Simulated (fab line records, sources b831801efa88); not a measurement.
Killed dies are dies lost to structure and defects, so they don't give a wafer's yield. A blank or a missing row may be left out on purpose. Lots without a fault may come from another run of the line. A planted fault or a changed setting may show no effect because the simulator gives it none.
Which tool did it? | flow gf180mcu | 24 lots, 72 wafers sampled, at 5 steps of a route of 602

WHAT THE GAUGES READ, wafer by wafer
GF_V5_THK_MEAS_25: measures by xrf. Usual: V5_W_THK 350 nm, standard deviation 5.2.
lot  | measured     | on            | V5_W_THK (nm) | flag
L074 | day 27 19:35 | film_metro-03 | 357 350 350   |
L075 | day 27 20:27 | film_metro-03 | 346 350 354   |
L076 | day 28 07:20 | film_metro-01 | 356 353 350   |
L077 | day 28 12:20 | film_metro-03 | 349 343 346   |
L078 | day 28 16:55 | film_metro-02 | 351 354 354   |
L079 | day 28 19:20 | film_metro-01 | 350 358 349   |
L080 | day 29 06:59 | film_metro-02 | 357 346 352   |
L081 | day 29 13:14 | film_metro-03 | 339 344 345   |
L082 | day 29 23:23 | film_metro-01 | 352 347 348   |
L083 | day 30 12:53 | film_metro-02 | 356 353 352   |
L084 | day 30 16:49 | film_metro-01 | 354 355 347   |
L085 | day 30 20:16 | film_metro-02 | 349 354 348   |
L086 | day 31 02:29 | film_metro-01 | 344 348 357   |
L087 | day 31 12:22 | film_metro-03 | 346 342 343   |
L088 | day 31 15:54 | film_metro-02 | 354 348 346   |
L089 | day 31 17:53 | film_metro-01 | 345 351 350   |
L090 | day 32 00:17 | film_metro-03 | 343 348 349   |
L091 | day 32 08:23 | film_metro-03 | 347 340 340   |
L092 | day 32 11:37 | film_metro-01 | 351 355 352   |
L093 | day 32 21:55 | film_metro-03 | 350 347 352   |
L094 | day 33 00:53 | film_metro-02 | 356 353 353   |
L095 | day 33 07:41 | film_metro-03 | 346 348 350   |
L096 | day 33 12:50 | film_metro-03 | 343 347 341   |
L097 | day 33 15:31 | film_metro-01 | 346 346 347   |

WHICH TOOL RAN EACH LOT (tool, then ch and the chambers of the sampled wafers, then the start)
lot  | GF_V4_SPUTTER_22             | GF_MIM_SPUTTER_00            | GF_M5_ETCH_09                      | GF_V5_ETCH_17
L074 | pvd_sputter-01, day 25 01:43 | pvd_sputter-03, day 25 02:21 | rie_diel-03 ch 0,1, day 26 20:42   | rie_diel-02 ch 0,1,3, day 27 19:35 or earlier
L075 | pvd_sputter-04, day 25 02:22 | pvd_sputter-03, day 25 03:00 | rie_diel-04 ch 1,2,3, day 26 21:39 | rie_diel-03 ch 0,1,3, day 27 20:27 or earlier
L076 | pvd_sputter-04, day 25 13:46 | pvd_sputter-01, day 25 14:26 | rie_diel-01 ch 0,1,3, day 27 08:34 | rie_diel-03 ch 1,2, day 28 07:20 or earlier
L077 | pvd_sputter-04, day 25 19:12 | pvd_sputter-03, day 25 19:55 | rie_diel-01 ch 0,2,3, day 27 13:19 | rie_diel-03 ch 1,2,3, day 28 12:20 or earlier
L078 | pvd_sputter-04, day 25 23:31 | pvd_sputter-01, day 26 00:09 | rie_diel-03 ch 0,1,3, day 27 17:31 | rie_diel-04 ch 1,3, day 28 16:55 or earlier
L079 | pvd_sputter-01, day 26 02:09 | pvd_sputter-03, day 26 02:53 | rie_diel-04 ch 0,1, day 27 20:35   | rie_diel-04 ch 0,2, day 28 19:20 or earlier
L080 | pvd_sputter-01, day 26 15:16 | pvd_sputter-01, day 26 15:53 | rie_diel-03 ch 1,2,3, day 28 08:58 | rie_diel-04 ch 1,2,3, day 29 06:59 or earlier
L081 | pvd_sputter-04, day 26 20:30 | pvd_sputter-03, day 26 21:13 | rie_diel-01 ch 0,1,2, day 28 14:40 | rie_diel-04 ch 0,2,3, day 29 13:14 or earlier
L082 | pvd_sputter-04, day 27 07:10 | pvd_sputter-03, day 27 07:48 | rie_diel-01 ch 0,1,2, day 29 01:25 | rie_diel-04 ch 0,2,3, day 29 23:23 or earlier
L083 | pvd_sputter-01, day 27 23:52 | pvd_sputter-01, day 28 00:29 | rie_diel-03 ch 0,1,2, day 29 16:14 | rie_diel-02 ch 0,1,2, day 30 12:53 or earlier
L084 | pvd_sputter-04, day 28 02:56 | pvd_sputter-01, day 28 03:34 | rie_diel-03 ch 0,2,3, day 29 19:53 | rie_diel-04 ch 0,1,3, day 30 16:49 or earlier
L085 | pvd_sputter-04, day 28 06:00 | pvd_sputter-03, day 28 06:38 | rie_diel-03 ch 1,2,3, day 29 22:58 | rie_diel-04 ch 0,1,2, day 30 20:16 or earlier
L086 | pvd_sputter-01, day 28 13:53 | pvd_sputter-02, day 28 14:31 | rie_diel-03 ch 0,2, day 30 05:35   | rie_diel-03 ch 1,3, day 31 02:29 or earlier
L087 | pvd_sputter-01, day 28 23:41 | pvd_sputter-03, day 29 00:19 | rie_diel-03 ch 1,2,3, day 30 15:40 | rie_diel-02 ch 2,3, day 31 12:22 or earlier
L088 | pvd_sputter-01, day 29 05:24 | pvd_sputter-02, day 29 06:02 | rie_diel-03 ch 0,2,3, day 30 19:53 | rie_diel-03 ch 0,1, day 31 15:54 or earlier
L089 | pvd_sputter-02, day 29 07:26 | pvd_sputter-03, day 29 08:04 | rie_diel-04 ch 1,2, day 30 21:59   | rie_diel-02 ch 0,1,3, day 31 17:53 or earlier
L090 | pvd_sputter-02, day 29 13:19 | pvd_sputter-01, day 29 13:57 | rie_diel-04 ch 0,1,2, day 31 04:16 | rie_diel-03 ch 0,1,3, day 32 00:17 or earlier
L091 | pvd_sputter-01, day 29 22:31 | pvd_sputter-01, day 29 23:09 | rie_diel-03 ch 0,1,2, day 31 12:35 | rie_diel-02 ch 0,1,3, day 32 08:23 or earlier
L092 | pvd_sputter-01, day 30 02:04 | pvd_sputter-02, day 30 02:42 | rie_diel-01 ch 1,2,3, day 31 15:52 | rie_diel-02 ch 0,1,2, day 32 11:37 or earlier
L093 | pvd_sputter-02, day 30 14:47 | pvd_sputter-02, day 30 15:25 | rie_diel-01 ch 0,3, day 32 03:01   | rie_diel-02 ch 0,1,2, day 32 21:55 or earlier
L094 | pvd_sputter-04, day 30 17:35 | pvd_sputter-02, day 30 18:13 | rie_diel-03 ch 1,2,3, day 32 06:19 | rie_diel-04 ch 1,2,3, day 33 00:53 or earlier
L095 | pvd_sputter-02, day 31 00:53 | pvd_sputter-02, day 31 01:35 | rie_diel-04 ch 0,1,2, day 32 13:14 | rie_diel-02 ch 0,1,2, day 33 07:41 or earlier
L096 | pvd_sputter-04, day 31 06:34 | pvd_sputter-03, day 31 07:11 | rie_diel-04 ch 1,3, day 32 18:07   | rie_diel-02 ch 0,2, day 33 12:50 or earlier
L097 | pvd_sputter-04, day 31 10:01 | pvd_sputter-02, day 31 10:39 | rie_diel-03 ch 0,1, day 32 21:41   | rie_diel-02 ch 2,3, day 33 15:31 or earlier
- GF_V4_SPUTTER_22: material TiN, target thk 10 nm, time 40 s.
- GF_MIM_SPUTTER_00: material Ti, target thk 37.5 nm, time 150 s.
- GF_M5_ETCH_09: etches Si3N4 in CF4/O2, target depth 52 nm, time 11.6 s.
- GF_V5_ETCH_17: etches SiO2 in C4F8/O2/Ar, stops on TiN, target depth 855 nm.

WHAT THE TOOLS THEMSELVES READ (means of the sampled wafers that have a number; where no wafer has one, the mark that the record gives instead)
GF_V4_SPUTTER_22. Usual: throttle_valve_pct 30.4 %, standard deviation 0.77.
lot  | tool           | throttle_valve_pct (%) | flag
L074 | pvd_sputter-01 | 29.5                   |
L075 | pvd_sputter-04 | 31.1                   |
L076 | pvd_sputter-04 | 31.2                   |
L077 | pvd_sputter-04 | 30.8                   |
L078 | pvd_sputter-04 | 31.2                   |
L079 | pvd_sputter-01 | 29.7                   |
L080 | pvd_sputter-01 | 29.7                   |
L081 | pvd_sputter-04 | 31.0                   |
L082 | pvd_sputter-04 | 30.9                   |
L083 | pvd_sputter-01 | 29.6                   |
L084 | pvd_sputter-04 | 31.2                   |
L085 | pvd_sputter-04 | 31.1                   |
L086 | pvd_sputter-01 | 29.6                   |
L087 | pvd_sputter-01 | 29.5                   |
L088 | pvd_sputter-01 | 29.5                   |
L089 | pvd_sputter-02 | 30.9                   |
L090 | pvd_sputter-02 | 30.5                   |
L091 | pvd_sputter-01 | 29.4                   |
L092 | pvd_sputter-01 | 29.8                   |
L093 | pvd_sputter-02 | 30.1                   |
L094 | pvd_sputter-04 | 31.2                   |
L095 | pvd_sputter-02 | 30.4                   |
L096 | pvd_sputter-04 | 31.1                   |
L097 | pvd_sputter-04 | 31.1                   |

GF_MIM_SPUTTER_00. Usual: throttle_valve_pct 30.4 %, standard deviation 0.77.
lot  | tool           | throttle_valve_pct (%) | flag
L074 | pvd_sputter-03 | 30.8                   |
L075 | pvd_sputter-03 | 30.9                   |
L076 | pvd_sputter-01 | 29.5                   |
L077 | pvd_sputter-03 | 30.4                   |
L078 | pvd_sputter-01 | 29.5                   |
L079 | pvd_sputter-03 | 31.0                   |
L080 | pvd_sputter-01 | 29.5                   |
L081 | pvd_sputter-03 | 31.5                   |
L082 | pvd_sputter-03 | 30.8                   |
L083 | pvd_sputter-01 | 29.4                   |
L084 | pvd_sputter-01 | 29.8                   |
L085 | pvd_sputter-03 | 30.8                   |
L086 | pvd_sputter-02 | 30.7                   |
L087 | pvd_sputter-03 | 30.5                   |
L088 | pvd_sputter-02 | 30.1                   |
L089 | pvd_sputter-03 | 30.5                   |
L090 | pvd_sputter-01 | 29.8                   |
L091 | pvd_sputter-01 | 29.7                   |
L092 | pvd_sputter-02 | 30.4                   |
L093 | pvd_sputter-02 | 29.7                   |
L094 | pvd_sputter-02 | 30.4                   |
L095 | pvd_sputter-02 | 30.2                   |
L096 | pvd_sputter-03 | 30.8                   |
L097 | pvd_sputter-02 | 30.7                   |

GF_M5_ETCH_09. Usual: cf4_flow_sccm 80.01 sccm, standard deviation 0.25; chamber_pressure_mTorr 149.99 mTorr, standard deviation 0.17; drypump_motor_current_A 5.7 A, standard deviation 0.51; oes_product_au 1.002 a.u., standard deviation 0.0078; throttle_valve_pct 5.971 %, standard deviation 0.01.
lot  | tool        | cf4_flow_sccm (sccm) | chamber_pressure_mTorr (mTorr) | drypump_motor_current_A (A) | oes_product_au (a.u.) | throttle_valve_pct (%) | flag
L074 | rie_diel-03 | 80.08                | 149.92                         | 5.5                         | 0.996                 | 5.967                  |
L075 | rie_diel-04 | 80.12                | 150.05                         | 6.0                         | 1.003                 | 5.962                  |
L076 | rie_diel-01 | 79.86                | 150.08                         | 6.3                         | 1.000                 | 5.976                  |
L077 | rie_diel-01 | 80.11                | 149.99                         | 6.1                         | 1.007                 | 5.969                  |
L078 | rie_diel-03 | 80.21                | 150.00                         | 5.6                         | 1.001                 | 5.976                  |
L079 | rie_diel-04 | 79.82                | 150.47                         | 5.4                         | 0.997                 | 5.956                  |
L080 | rie_diel-03 | 79.85                | 150.03                         | 5.4                         | 1.006                 | 5.975                  |
L081 | rie_diel-01 | 80.05                | 149.96                         | 6.0                         | 1.002                 | 5.973                  |
L082 | rie_diel-01 | 79.86                | 150.05                         | 6.0                         | 1.004                 | 5.976                  |
L083 | rie_diel-03 | 79.97                | 149.92                         | 5.2                         | 0.991                 | 5.969                  |
L084 | rie_diel-03 | 79.94                | 149.99                         | 5.4                         | 1.007                 | 5.967                  |
L085 | rie_diel-03 | 80.05                | 150.09                         | 5.4                         | 0.993                 | 5.976                  |
L086 | rie_diel-03 | 79.97                | 149.85                         | 5.2                         | 1.007                 | 5.964                  |
L087 | rie_diel-03 | 79.70                | 149.92                         | 5.4                         | 1.001                 | 5.976                  |
L088 | rie_diel-03 | 79.93                | 149.98                         | 5.4                         | 1.003                 | 5.978                  |
L089 | rie_diel-04 | 80.01                | 149.94                         | 5.9                         | 0.999                 | 5.973                  |
L090 | rie_diel-04 | 80.02                | 150.18                         | 5.8                         | 1.008                 | 5.971                  |
L091 | rie_diel-03 | 79.96                | 149.97                         | 5.2                         | 1.011                 | 5.974                  |
L092 | rie_diel-01 | 80.30                | 149.94                         | 6.1                         | 1.001                 | 5.973                  |
L093 | rie_diel-01 | 80.15                | 150.02                         | 6.2                         | 0.999                 | 5.977                  |
L094 | rie_diel-03 | 80.16                | 150.01                         | 5.4                         | 0.997                 | 5.964                  |
L095 | rie_diel-04 | 80.13                | 149.86                         | 5.8                         | 1.001                 | 5.979                  |
L096 | rie_diel-04 | 79.88                | 150.01                         | 5.7                         | 1.005                 | 5.971                  |
L097 | rie_diel-03 | 80.04                | 149.96                         | 5.4                         | 0.998                 | 5.975                  |

GF_V5_ETCH_17. Usual: chamber_pressure_mTorr 40.00 mTorr, standard deviation 0.037; oes_product_au 0.859 a.u., standard deviation 0.0049.
lot  | tool        | chamber_pressure_mTorr (mTorr) | oes_product_au (a.u.) | flag
L074 | rie_diel-02 | 39.97                          | 0.867                 |
L075 | rie_diel-03 | 39.98                          | 0.865                 |
L076 | rie_diel-03 | 40.01                          | 0.861                 |
L077 | rie_diel-03 | 39.99                          | 0.859                 |
L078 | rie_diel-04 | 40.03                          | 0.855                 |
L079 | rie_diel-04 | 40.04                          | 0.852                 |
L080 | rie_diel-04 | 39.98                          | 0.860                 |
L081 | rie_diel-04 | 40.00                          | 0.855                 |
L082 | rie_diel-04 | 40.00                          | 0.861                 |
L083 | rie_diel-02 | 39.99                          | 0.855                 |
L084 | rie_diel-04 | 39.99                          | 0.861                 |
L085 | rie_diel-04 | 39.99                          | 0.860                 |
L086 | rie_diel-03 | 39.98                          | 0.855                 |
L087 | rie_diel-02 | 39.97                          | 0.865                 |
L088 | rie_diel-03 | 40.02                          | 0.855                 |
L089 | rie_diel-02 | 40.01                          | 0.861                 |
L090 | rie_diel-03 | 40.03                          | 0.860                 |
L091 | rie_diel-02 | 39.97                          | 0.860                 |
L092 | rie_diel-02 | 40.02                          | 0.853                 |
L093 | rie_diel-02 | 39.99                          | 0.860                 |
L094 | rie_diel-04 | 40.00                          | 0.856                 |
L095 | rie_diel-02 | 40.00                          | 0.864                 |
L096 | rie_diel-02 | 39.97                          | 0.858                 |
L097 | rie_diel-02 | 39.98                          | 0.861                 |

THE ANSWER, worked out from the rows above alone
Rule: a lot is off if the mean of its wafers that have a number lies more than 3 standard deviations from the usual mean. A lot without any number at a reading at which 4 lots or more have one is off too. The other lots that the step has rows for count as sound. The gauges are gone through in route order, then the tools' own readings, and for those a lot's mean is taken as printed above. The first step at which some lot is off is used, and at that step the reading that is off furthest; a lot without a number counts as furthest.
No lot is off at any reading shown: from this, nothing can be told.

WHAT THE SIMULATOR HAD PUT IN
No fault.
